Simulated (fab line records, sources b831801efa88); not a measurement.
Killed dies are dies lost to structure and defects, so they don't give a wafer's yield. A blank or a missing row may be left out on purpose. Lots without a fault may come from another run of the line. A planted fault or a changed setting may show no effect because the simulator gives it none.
Which tool did it? | flow sky130 | 10 lots, 30 wafers sampled, at 6 steps of a route of 708

WHAT THE GAUGES READ, wafer by wafer
SKY_VIA4_RS_MEAS_19: measures by four-point-probe.
lot  | measured     | on            | VIA4_W_RS (ohm/sq)
L835 | day 42 23:58 | film_metro-03 | 0.218 0.218 0.226
L836 | day 43 08:13 | film_metro-03 | 0.230 0.228 0.227
L838 | day 43 22:04 | film_metro-02 | 0.231 0.221 0.228
L840 | day 44 20:41 | film_metro-04 | 0.228 0.225 0.229
L844 | day 45 05:29 | film_metro-03 | 0.231 0.223 0.229
L845 | day 45 13:34 | film_metro-02 | 0.229 0.222 0.227
L846 | day 45 19:02 | film_metro-04 | 0.272 0.262 0.274
L848 | day 46 07:46 | film_metro-03 | 0.261 0.271 0.274
L849 | day 46 12:31 | film_metro-02 | 0.229 0.231 0.229
L856 | day 48 07:11 | film_metro-02 | 0.229 0.230 0.227

SKY_VIA4_THK_MEAS_20: measures by xrf.
lot  | measured     | on            | VIA4_W_THK (nm)
L835 | day 43 00:04 | film_metro-03 | 527 523 507
L836 | day 43 08:19 | film_metro-03 | 497 498 506
L838 | day 43 22:11 | film_metro-02 | 506 530 512
L840 | day 44 20:48 | film_metro-04 | 503 511 504
L844 | day 45 05:36 | film_metro-03 | 498 514 500
L845 | day 45 13:40 | film_metro-02 | 512 526 516
L846 | day 45 19:08 | film_metro-04 | 424 440 419
L848 | day 46 07:53 | film_metro-03 | 439 421 419
L849 | day 46 12:38 | film_metro-02 | 509 503 510
L856 | day 48 07:16 | film_metro-02 | 510 510 516

SKY_METAL5_RS_MEAS_05: measures by four-point-probe.
lot  | measured     | on            | METAL5_ALCU_RS (ohm/sq)
L835 | day 43 00:37 | film_metro-04 | 0.0276 0.0278 0.0276
L836 | day 43 08:52 | film_metro-01 | 0.0268 0.0272 0.0269
L838 | day 43 22:43 | film_metro-01 | 0.0275 0.0277 0.0278
L840 | day 44 21:20 | film_metro-01 | 0.0270 0.0273 0.0272
L844 | day 45 06:08 | film_metro-04 | 0.0270 0.0271 0.0271
L845 | day 45 14:12 | film_metro-04 | 0.0269 0.0273 0.0273
L846 | day 45 19:41 | film_metro-03 | 0.0275 0.0273 0.0274
L848 | day 46 08:34 | film_metro-04 | 0.0274 0.0274 0.0273
L849 | day 46 13:10 | film_metro-01 | 0.0275 0.0270 0.0273
L856 | day 48 07:50 | film_metro-01 | 0.0270 0.0277 0.0267

WHICH TOOL RAN EACH LOT (tool, then ch and the chambers of the sampled wafers, then the start)
lot  | SKY_METAL4_DESCUM_15              | SKY_VIA4_CVD_18               | SKY_VIA4_CMP_21
L835 | rie_metal-02 ch 1, day 41 22:01   | cvd_w-02 ch 0,1, day 42 23:47 | cmp-02 ch 0,1,2, day 43 00:13
L836 | rie_metal-03 ch 0,1, day 42 07:14 | cvd_w-01 ch 0,1, day 43 08:05 | cmp-02 ch 0,1,3, day 43 08:25
L838 | rie_metal-01 ch 0,1, day 42 21:46 | cvd_w-02 ch 0,1, day 43 21:55 | cmp-02 ch 0,1,2, day 43 22:15
L840 | rie_metal-01 ch 0,1, day 43 20:31 | cvd_w-01 ch 0,1, day 44 20:31 | cmp-02 ch 0,2,3, day 44 20:54
L844 | rie_metal-02 ch 0,1, day 44 05:04 | cvd_w-02 ch 0,1, day 45 05:19 | cmp-02 ch 1,2,3, day 45 05:45
L845 | rie_metal-01 ch 0,1, day 44 13:30 | cvd_w-02 ch 0,1, day 45 13:25 | cmp-02 ch 0,1, day 45 13:45
L846 | rie_metal-02 ch 0,1, day 44 19:52 | cvd_w-02 ch 0,1, day 45 18:54 | cmp-02 ch 2,3, day 45 19:14
L848 | rie_metal-03 ch 0,1, day 45 08:43 | cvd_w-02 ch 0,1, day 46 07:37 | cmp-02 ch 0,1,3, day 46 08:09
L849 | rie_metal-03 ch 0, day 45 13:54   | cvd_w-01 ch 0,1, day 46 12:22 | cmp-02 ch 0,1, day 46 12:41
L856 | rie_metal-02 ch 0,1, day 47 09:38 | cvd_w-01 ch 0,1, day 48 07:01 | cmp-02 ch 1,2,3, day 48 07:24
- SKY_METAL4_DESCUM_15: chemistry O2, time 8 s.
- SKY_VIA4_CVD_18: deposits W, target thk 505 nm, time 152.14 s.
- SKY_VIA4_CMP_21: polishes, stops on SiO2, t overpolish 25 s, target thk 0 nm.

WHAT THE TOOLS THEMSELVES READ (means of the sampled wafers that have a number; where no wafer has one, the mark that the record gives instead)
SKY_METAL4_DESCUM_15.
lot  | tool         | drypump_motor_current_A (A) | he_backside_leak_sccm (sccm) | oes_product_au (a.u.)
L835 | rie_metal-02 | 6.0                         | 3.34                         | 0.996
L836 | rie_metal-03 | 5.9                         | 3.16                         | 1.003
L838 | rie_metal-01 | 5.4                         | 3.45                         | 1.001
L840 | rie_metal-01 | 5.7                         | 3.42                         | 0.995
L844 | rie_metal-02 | 6.1                         | 3.31                         | 0.990
L845 | rie_metal-01 | 5.7                         | 3.38                         | 0.993
L846 | rie_metal-02 | 6.1                         | 3.30                         | 1.003
L848 | rie_metal-03 | 5.9                         | 3.20                         | 0.994
L849 | rie_metal-03 | 6.0                         | 3.27                         | 0.994
L856 | rie_metal-02 | 6.2                         | 3.47                         | 0.995

SKY_VIA4_CVD_18.
lot  | tool     | chamber_pressure_Torr (Torr) | heater_power_w (W) | susceptor_temp_C (C)
L835 | cvd_w-02 | 40.13                        | 888                | 399.98
L836 | cvd_w-01 | 39.88                        | 842                | 399.74
L838 | cvd_w-02 | 40.00                        | 936                | 399.94
L840 | cvd_w-01 | 39.94                        | 829                | 399.95
L844 | cvd_w-02 | 40.01                        | 931                | 399.86
L845 | cvd_w-02 | 40.09                        | 930                | 400.04
L846 | cvd_w-02 | 39.99                        | 880                | 390.12
L848 | cvd_w-02 | 40.01                        | 872                | 390.06
L849 | cvd_w-01 | 39.94                        | 844                | 400.17
L856 | cvd_w-01 | 40.17                        | 858                | 400.11

SKY_VIA4_CMP_21.
lot  | tool   | motor_current_A (A) | time_to_endpoint_s (s)
L835 | cmp-02 | 11.0                | 124
L836 | cmp-02 | 11.1                | 121
L838 | cmp-02 | 11.1                | 122
L840 | cmp-02 | 11.4                | 124
L844 | cmp-02 | 11.1                | 120
L845 | cmp-02 | 10.6                | 122
L846 | cmp-02 | 11.9                | 108
L848 | cmp-02 | 11.2                | 106
L849 | cmp-02 | 10.3                | 124
L856 | cmp-02 | 11.0                | 128

THE ANSWER, worked out from the rows above alone
Rule: what is usual is taken from the lots themselves. Put in order of their means at a reading, lots are off if they are a third of the lots or fewer, leave a main group of 4 or more, and stand apart from it by a gap of 3 or more times the standard deviation of the main group's means; of several such gaps the widest counts. A main group whose means are all the same, to the digits that the tables above print for the reading, isn't used. A lot without any number at a reading at which 4 lots or more have one is off too. The other lots that the step has rows for count as sound. The gauges are gone through in route order, then the tools' own readings, and for those a lot's mean is taken as printed above. The first step at which some lot is off is used, and at that step the reading that is off furthest; a lot without a number counts as furthest.
Off: L846, L848, at SKY_VIA4_RS_MEAS_19 (VIA4_W_RS). The main group: mean 0.227 ohm/sq, standard deviation 0.0026.
A tool fits if, at a process step before that reading, it ran every lot that is off, and no sound lot after the first of them. The gauges at SKY_VIA4_RS_MEAS_19 aren't tried: what is off there is off at SKY_VIA4_CVD_18 too, on other tools, and a gauge's error can't cause that. One fits: cvd_w-02 at SKY_VIA4_CVD_18. Its last sound lot is L845 (day 45 13:25), its first lot that is off L846 (day 45 18:54): a fault that began between those two fits.
The tool's own readings at SKY_VIA4_CVD_18 bear it out: on the lots that are off they differ by more than 5 times the standard deviation of the sound lots' means. susceptor_temp_C reads 390.09 C there against 399.97 C on the sound lots.

WHAT THE SIMULATOR HAD PUT IN
Process parameter drift: cvd_w-02, from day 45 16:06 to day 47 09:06, at SKY_VIA4_CVD_18. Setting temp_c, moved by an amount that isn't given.
Lots struck among those shown: L846, L848. The rule above found the same.
